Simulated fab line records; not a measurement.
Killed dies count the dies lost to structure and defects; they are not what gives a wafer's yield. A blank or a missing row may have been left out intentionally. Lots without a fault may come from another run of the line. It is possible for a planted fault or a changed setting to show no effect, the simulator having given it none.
fab line records -- flow sky130
record: lots: 5, wafers: 15, lastDay: 50
route steps=708 shown DNWELL@37 PWDE@45 NWELL@56 PAD_OPEN@708
lots that met no fault: from a run of the same line without faults
startH: hours from the record's opening day to when the first of the lot's shown wafers began -- waitH: hours from the lot's prior step to this one -- " repeats the value in the row above -- L1.1+2: a row that stands for several wafers -- - value missing, or start not given -- * or withheld: withheld -- < > ~ a bound
route shown NAME@n: a module of which the file shows steps, and the number in the route of the first -- usual: average and standard deviation across the fault-free wafers -- same: alike in all rows -- chamber/n: place in a boat -- sites: each site's reading -- _std_site: standard deviation of those values -- _edge_site: mean of outer sites minus mean of inner sites -- radiusMm: how far each site lies from the wafer's centre -- mask NAME#n: copy n -- behind: the tool/chamber that last shaped the wafer -- hold: what put the lot on hold/how long, in hours/how the hold closed -- device: the transistor (n, p or np) that didn't switch -- end of line: tests run on the same wafers once the route is complete -- step lacking rows: just its recipe -- killed: not the wafer's yield, but the dies lost to structure and defects at the first sort -- map: shows each die of a wafer: x if killed, . if not, _ if none is there
set.NAME: the setting that was run; set.NAME@STEP: the one run at that earlier step -- model.NAME: the simulator's own value behind a step, which no gauge read
lots at some steps of the route; a table a step, a row a wafer
services: when a tool's chamber went out of use (startH, in hours from the record's first day, below 0 if earlier), for how many hours, and the reason
== steps ==
step: SKY_DNWELL_COAT_02
recipe: spinRpm: 2000, resistThkNm: 3000
step: SKY_DNWELL_SOFTBAKE_03
recipe: tempC: 110, timeS: withheld
step: SKY_DNWELL_EXPOSE_04
recipe: maskId: DNM, na: 0.57, targetCdNm: 3000, doseMj: 222
step: SKY_DNWELL_PEB_05
recipe: tempC: 115, timeS: withheld
step: SKY_DNWELL_DEVELOP_06
recipe: wallAngleDeg: 90, developer: TMAH, developTimeS: 60, devTempC: 23
step: SKY_DNWELL_IMPLANT_07
recipe: species: P, energyKev: withheld, doseCm2: withheld, tiltDeg: withheld
step: SKY_DNWELL_STRIP_08
recipe: chemistry: O2/N2, powerW: 1400, pressureMtorr: 1500, platenTempC: withheld, o2FlowSccm: 3000, n2FlowSccm: 300, overashFraction: 0.5
usual: drypumpMotorCurrentA: 5.9/0.36, oesProductAu: 0.722/0.0047, stripTimeToEndpointS: 36.93/0.11
lot.wafer,tool,chamber,startH,waitH,drypumpMotorCurrentA,oesProductAu,rfHoursCounterH,stripTimeToEndpointS
L705.2,plasmaAsher-03,1,61.42,0.1,5.6,0.719,26,36.78
L705.3,plasmaAsher-03,0,61.42,0.1,6.0,0.711,-,36.84
L705.4,plasmaAsher-03,1,61.42,0.1,5.7,0.727,-,36.88
L707.3,plasmaAsher-02,1,67.04,0.1,5.8,0.727,-,36.81
L707.4,plasmaAsher-02,0,67.04,0.1,6.6,0.722,-,36.91
L707.5,plasmaAsher-02,1,67.04,0.1,5.8,0.724,-,36.87
L710.2,plasmaAsher-03,0,100.61,0.1,6.0,0.723,30,36.91
L710.3,plasmaAsher-03,0,100.61,0.1,5.9,0.723,-,36.95
L710.5,plasmaAsher-03,0,100.61,0.1,5.9,0.723,-,36.74
L724.1,plasmaAsher-02,0,165.36,0.1,6.5,0.725,4,36.93
L724.3,plasmaAsher-02,1,165.36,0.1,5.8,0.721,-,37.04
L724.6,plasmaAsher-02,1,165.36,0.1,5.8,0.722,-,37.11
L725.1,plasmaAsher-02,1,171.00,0.1,5.8,0.724,5,36.98
L725.3,plasmaAsher-02,1,171.00,0.1,5.8,0.723,-,36.91
L725.5,plasmaAsher-02,0,171.00,0.1,6.5,0.716,-,37.01
step: SKY_DNWELL_TW_MEAS_09
usual: DNWELL_TW: 1111/9.3
lot.wafer,tool,chamber,startH,waitH,DNWELL_TW
L705.2,filmMetro-02,-,61.53,0.1,1112
L705.3,filmMetro-02,-,61.53,0.1,1112
L705.4,filmMetro-02,-,61.53,0.1,1115
L707.3,filmMetro-02,-,67.13,0.1,1111
L707.4,filmMetro-02,-,67.13,0.1,1115
L707.5,filmMetro-02,-,67.13,0.1,1113
L710.2,filmMetro-01,-,100.72,0.1,1103
L710.3,filmMetro-01,-,100.72,0.1,1105
L710.5,filmMetro-01,-,100.72,0.1,1104
L724.1,filmMetro-01,-,165.46,0.1,1113
L724.3,filmMetro-01,-,165.46,0.1,1113
L724.6,filmMetro-01,-,165.46,0.1,1107
L725.1,filmMetro-01,-,171.10,0.1,1109
L725.3,filmMetro-01,-,171.10,0.1,1107
L725.5,filmMetro-01,-,171.10,0.1,1106
step: SKY_PWDE_DEHYDRATE_00
recipe: tempC: 200, timeS: 60
step: SKY_PWDE_HMDS_01
recipe: primeTimeS: 60, primeTempC: 120
step: SKY_PWDE_COAT_02
recipe: spinRpm: 2000, resistThkNm: 3000
step: SKY_PWDE_SOFTBAKE_03
recipe: tempC: 110, timeS: withheld
step: SKY_PWDE_EXPOSE_04
recipe: maskId: PWDEM, na: 0.6, sourceShape: conventional, sigmaOuter: 0.6, polarization: unpolarized, targetCdNm: 840, doseMj: 214
usual: focusOffsetNm: 0.0/0.53, stageVelMmS: 499.99/0.29
same: sigmaOuter: 0.6
lot.wafer,tool,chamber,startH,waitH,mask,focusOffsetNm,stageVelMmS
L705.2,ilineStepper-01,0,69.45,-,PWDEM#0,-0.8,500.19
L705.3,ilineStepper-01,0,69.45,-,PWDEM#0,-0.4,499.71
L705.4,ilineStepper-01,0,69.45,-,PWDEM#0,0.5,500.07
L707.3,ilineStepper-02,0,74.57,-,PWDEM#0,-0.1,500.14
L707.4,ilineStepper-02,0,74.57,-,PWDEM#0,0.0,500.37
L707.5,ilineStepper-02,0,74.57,-,PWDEM#0,-0.1,499.84
L710.2,ilineStepper-02,0,109.55,-,DNM#0,0.0,499.80
L710.3,ilineStepper-02,0,109.55,-,DNM#0,-0.1,500.16
L710.5,ilineStepper-02,0,109.55,-,DNM#0,0.3,500.51
L724.1,ilineStepper-01,0,175.69,-,PWDEM#0,-0.4,499.84
L724.3,ilineStepper-01,0,175.69,-,PWDEM#0,0.0,500.13
L724.6,ilineStepper-01,0,175.69,-,PWDEM#0,-0.4,500.23
L725.1,ilineStepper-02,0,181.16,-,PWDEM#0,0.1,499.80
L725.3,ilineStepper-02,0,181.16,-,PWDEM#0,0.2,500.06
L725.5,ilineStepper-02,0,181.16,-,PWDEM#0,-0.4,499.46
step: SKY_PWDE_PEB_05
recipe: tempC: 115, timeS: withheld
step: SKY_PWDE_DEVELOP_06
recipe: wallAngleDeg: 90, developer: TMAH, developTimeS: 60, devTempC: 23
step: SKY_PWDE_OVL_MEAS_07
usual: PWDE_OVL: -0.8/1.3
lot.wafer,tool,chamber,startH,waitH,PWDE_OVL[nm]
L705.2,overlay-02,-,77.12,-,0.2
L705.3,overlay-02,-,77.12,-,0.8
L705.4,overlay-02,-,77.12,-,-0.1
L707.3,overlay-01,-,82.42,-,-0.1
L707.4,overlay-01,-,82.42,-,1.4
L707.5,overlay-01,-,82.42,-,0.0
L710.2,overlay-02,-,118.42,-,-
L710.3,overlay-02,-,118.42,-,-
L710.5,overlay-02,-,118.42,-,-
L724.1,overlay-02,-,186.61,-,-1.4
L724.3,overlay-02,-,186.61,-,-1.1
L724.6,overlay-02,-,186.61,-,-2.4
L725.1,overlay-01,-,191.75,-,2.3
L725.3,overlay-01,-,191.75,-,0.3
L725.5,overlay-01,-,191.75,-,1.2
step: SKY_PWDE_IMPLANT_08
recipe: species: B, energyKev: 150, doseCm2: 3.6e+12, tiltDeg: withheld
step: SKY_PWDE_STRIP_09
recipe: chemistry: O2/N2, powerW: 1400, pressureMtorr: 1500, platenTempC: withheld, o2FlowSccm: 3000, n2FlowSccm: 300, overashFraction: 0.5
usual: drypumpMotorCurrentA: 5.8/0.43, oesProductAu: 0.723/0.0045, stripTimeToEndpointS: 36.95/0.1
lot.wafer,tool,chamber,startH,waitH,drypumpMotorCurrentA,oesProductAu,rfHoursCounterH,stripTimeToEndpointS
L705.2,plasmaAsher-01,1,77.30,0.1,5.3,0.718,38,36.90
L705.3,plasmaAsher-01,0,77.30,0.1,6.1,0.725,-,36.78
L705.4,plasmaAsher-01,1,77.30,0.1,5.3,0.723,-,36.87
L707.3,plasmaAsher-04,0,82.63,0.1,5.9,0.720,-,36.98
L707.4,plasmaAsher-04,1,82.63,0.1,5.2,0.717,-,37.03
L707.5,plasmaAsher-04,0,82.63,0.1,5.9,0.722,-,37.07
L710.2,plasmaAsher-01,0,118.60,0.1,6.1,0.722,42,36.75
L710.3,plasmaAsher-01,1,118.60,0.1,5.3,0.721,-,36.93
L710.5,plasmaAsher-01,0,118.60,0.1,6.1,0.715,-,36.80
L724.1,plasmaAsher-01,0,186.80,0.1,6.1,0.719,50,36.76
L724.3,plasmaAsher-01,0,186.80,0.1,6.1,0.721,-,36.78
L724.6,plasmaAsher-01,1,186.80,0.1,5.3,0.723,-,36.85
L725.1,plasmaAsher-04,1,191.94,0.1,5.2,0.727,48,36.92
L725.3,plasmaAsher-04,1,191.94,0.1,5.2,0.724,-,36.94
L725.5,plasmaAsher-04,1,191.94,0.1,5.2,0.714,-,36.89
step: SKY_PWDE_TW_MEAS_10
usual: PWDE_TW: 374/3.3
lot.wafer,tool,chamber,startH,waitH,PWDE_TW
L705.2,filmMetro-04,-,77.41,0.1,375
L705.3,filmMetro-04,-,77.41,0.1,374
L705.4,filmMetro-04,-,77.41,0.1,374
L707.3,filmMetro-04,-,82.72,0.1,375
L707.4,filmMetro-04,-,82.72,0.1,374
L707.5,filmMetro-04,-,82.72,0.1,375
L710.2,filmMetro-04,-,118.71,0.1,30
L710.3,filmMetro-04,-,118.71,0.1,30
L710.5,filmMetro-04,-,118.71,0.1,30
L724.1,filmMetro-04,-,186.90,0.1,380
L724.3,filmMetro-04,-,186.90,0.1,378
L724.6,filmMetro-04,-,186.90,0.1,379
L725.1,filmMetro-04,-,192.04,0.1,379
L725.3,filmMetro-04,-,192.04,0.1,381
L725.5,filmMetro-04,-,192.04,0.1,379
step: SKY_NWELL_DEHYDRATE_03
recipe: tempC: 200, timeS: 60
step: SKY_PAD_OPEN_PROBE_99
usual: killed_at_M0_to_M3: 43/6.8, killed_at_M4_up: 3.0/1.8, killedAtContacts: 23/5.4, killedAtFrontEnd: 15/4.4, killedAtOther: 0.3/0.51, killedDies: 85/9.2, killedOnRim: 17/3.7, killedOpen: 47/6.8, killedShort: 39/6.8
same: grossDies: 492, killedAtBackSide: 0
lot.wafer,tool,chamber,startH,waitH,killed_at_M0_to_M3,killed_at_M4_up,killedAtContacts,killedAtFrontEnd,killedAtOther,killedDies,killedOnRim,killedOpen,killedShort
L707.3,prober-01,-,1090.42,0.2,43,2,25,17,0,87,16,48,39
L707.4,prober-01,-,1090.47,0.2,48,0,24,15,0,87,22,51,36
L707.5,prober-01,-,1090.52,0.2,31,5,22,13,1,72,15,49,23
L710.2,prober-02,-,1128.52,0.1,38,2,24,428,0,492,96,43,34
L710.3,prober-02,-,1128.57,0.2,31,1,18,442,0,492,96,35,25
L710.5,prober-02,-,1128.67,0.2,48,2,17,424,1,492,96,40,36
L725.1,prober-02,-,1197.87,0.1,46,3,27,10,0,86,11,50,36
L725.3,prober-02,-,1197.97,0.2,45,6,22,13,0,86,14,47,39
L725.5,prober-02,-,1198.07,0.2,40,0,35,14,0,89,17,57,32
killed by level:class
L707.3 VIA1:geometricParticle:open=15 LI_CONTACT:geometricParticle:open=10 CONTACT:geometricParticle:open=6 VIA3:geometricParticle:open=6 FIELD_ISO:geometricParticle:open=5 VIA1:geometricParticle:short=5 VIA2:geometricParticle:short=5 LI_CONTACT:geometricParticle:short=4
L707.4 VIA1:geometricParticle:open=10 LI_CONTACT:geometricParticle:open=7 CONTACT:geometricParticle:open=7 POLY_GATE:geometricParticle:open=6 VIA3:geometricParticle:open=6 CONTACT:geometricParticle:short=6 VIA1:geometricParticle:short=6 VIA2:geometricParticle:short=5
L707.5 VIA1:geometricParticle:open=13 CONTACT:geometricParticle:open=12 LI_CONTACT:geometricParticle:open=5 VIA3:geometricParticle:open=5 FIELD_ISO:geometricParticle:open=4 METAL2:geometricParticle:short=4 METAL3:geometricParticle:short=4 POLY_GATE:geometricParticle:open=3
L710.2 PWDE:areaExpose=415 VIA2:geometricParticle:open=10 LI_CONTACT:geometricParticle:open=9 CONTACT:geometricParticle:open=7 FIELD_ISO:geometricParticle:open=5 VIA1:geometricParticle:open=5 METAL1:geometricParticle:short=4 METAL2:geometricParticle:short=4
L710.3 PWDE:areaExpose=432 VIA1:geometricParticle:open=7 LI_CONTACT:geometricParticle:open=6 METAL2:geometricParticle:short=6 VIA3:geometricParticle:open=6 CONTACT:geometricParticle:open=5 CONTACT:geometricParticle:short=4 POLY_GATE:geometricParticle:open=4
L710.5 PWDE:areaExpose=416 VIA1:geometricParticle:open=9 METAL2:geometricParticle:open=8 LI_CONTACT:geometricParticle:open=6 METAL1:geometricParticle:short=6 METAL2:geometricParticle:short=6 CONTACT:geometricParticle:open=5 METAL3:geometricParticle:short=5
L725.1 VIA3:geometricParticle:open=12 CONTACT:geometricParticle:open=11 VIA1:geometricParticle:open=11 VIA2:geometricParticle:open=8 FIELD_ISO:geometricParticle:short=5 LI_CONTACT:geometricParticle:short=4 LI_CONTACT:geometricParticle:open=4 LOCAL_INTERCONNECT:geometricParticle:short=4
L725.3 VIA2:geometricParticle:open=10 CONTACT:geometricParticle:open=9 VIA1:geometricParticle:open=6 METAL2:geometricParticle:short=6 VIA3:geometricParticle:open=6 CONTACT:geometricParticle:short=5 METAL1:geometricParticle:short=5 LOCAL_INTERCONNECT:geometricParticle:short=4
L725.5 LI_CONTACT:geometricParticle:open=11 VIA1:geometricParticle:open=9 CONTACT:geometricParticle:open=8 VIA2:geometricParticle:open=8 CONTACT:geometricParticle:short=6 LOCAL_INTERCONNECT:geometricParticle:short=5 VIA3:geometricParticle:open=5 FIELD_ISO:geometricParticle:open=4
map L710.2 (x killed, . not)
__________xxxxxxxxxx_________
________xxxxxxxxxxxxxx_______
______xxxxxxxxxxxxxxxxxx_____
_____xxxxxxxxxxxxxxxxxxxx____
____xxxxxxxxxxxxxxxxxxxxxx___
___xxxxxxxxxxxxxxxxxxxxxxxx__
__xxxxxxxxxxxxxxxxxxxxxxxxxx_
_xxxxxxxxxxxxxxxxxxxxxxxxxxxx
_xxxxxxxxxxxxxxxxxxxxxxxxxxxx
_xxxxxxxxxxxxxxxxxxxxxxxxxxxx
_xxxxxxxxxxxxxxxxxxxxxxxxxxxx
_xxxxxxxxxxxxxxxxxxxxxxxxxxxx
_xxxxxxxxxxxxxxxxxxxxxxxxxxxx
_xxxxxxxxxxxxxxxxxxxxxxxxxxxx
_xxxxxxxxxxxxxxxxxxxxxxxxxxxx
__xxxxxxxxxxxxxxxxxxxxxxxxxx_
___xxxxxxxxxxxxxxxxxxxxxxxx__
____xxxxxxxxxxxxxxxxxxxxxx___
_____xxxxxxxxxxxxxxxxxxxx____
______xxxxxxxxxxxxxxxxxx_____
________xxxxxxxxxxxxxx_______
__________xxxxxxxxxx_________
map L707.3 (x killed, . not)
__________.........._________
________x....x.x......_______
______.......x.........._____
_____.......xx..x.....x.x____
____.xx.x....xx..x.....x.x___
___...x............x..x....__
__.x.....xxx...x...x....x..x_
_...............xx.....x.x...
_......x.......xx............
_x..x...x.....x........x..x.x
_.....x...x.xx...............
_...........x..........x.xx..
_........x.....x.....x.......
_..x................x....xx..
_x.....x....x..x..x.......x..
__........x..x...x..xx...x.._
___..x...x....x.........x..__
____.x......x...x.x..x..x.___
_____......x..........x.x____
______.x.x.............._____
________x............._______
__________.x..x....._________
== services ==
tool,chamber,startH,hours,kind
plasmaAsher-01,-,64.96,1.6,repair
ilineStepper-02,-,66.40,0.7,repair
plasmaAsher-02,-,94.73,0.6,repair
plasmaAsher-01,-,95.22,2.8,pm
plasmaAsher-04,-,105.07,28.1,pm
plasmaAsher-02,-,108.75,9.0,pm
plasmaAsher-02,0,108.75,12.9,ventCycle
plasmaAsher-02,1,108.75,12.9,ventCycle
plasmaAsher-02,-,111.51,10.1,repair
plasmaAsher-02,0,117.75,-,clean
plasmaAsher-02,1,117.75,-,clean
ilineStepper-01,-,169.16,1.7,pm
== key ==
firstSign: step: SKY_PWDE_EXPOSE_04, reading: mask, direction: changed
effect: step: SKY_PWDE_OVL_MEAS_07, reading: PWDE_OVL, direction: missing
effect: step: SKY_PWDE_TW_MEAS_10, reading: PWDE_TW, direction: down, sigmas: 99+, usual: 374, struck: 30
effect: step: SKY_PAD_OPEN_PROBE_99, reading: killedAtFrontEnd, direction: up, sigmas: 94, usual: 15, struck: 431
moreKillsBornAt: SKY_PWDE_EXPOSE_04@ilineStepper-02: 1263
metAt SKY_PWDE_EXPOSE_04
struckWafers L710.2,L710.3,L710.5
testerLeftOut L710
onsetBetween 74.57 109.55
fault: kind: wrongMask, tool: any, chamber: -, onsetH: 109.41, steps: SKY_PWDE_EXPOSE_04, auxCopy: DNM#0, scope: struckLotsOnly
testerLeftOut: of these lots the tester's yield and bins aren't shown, on N5 and GAA mostly nor the transistor test; their killed dies are dies lost to structure and defects alone, not to doping, threshold or leakage, so they don't give the yield
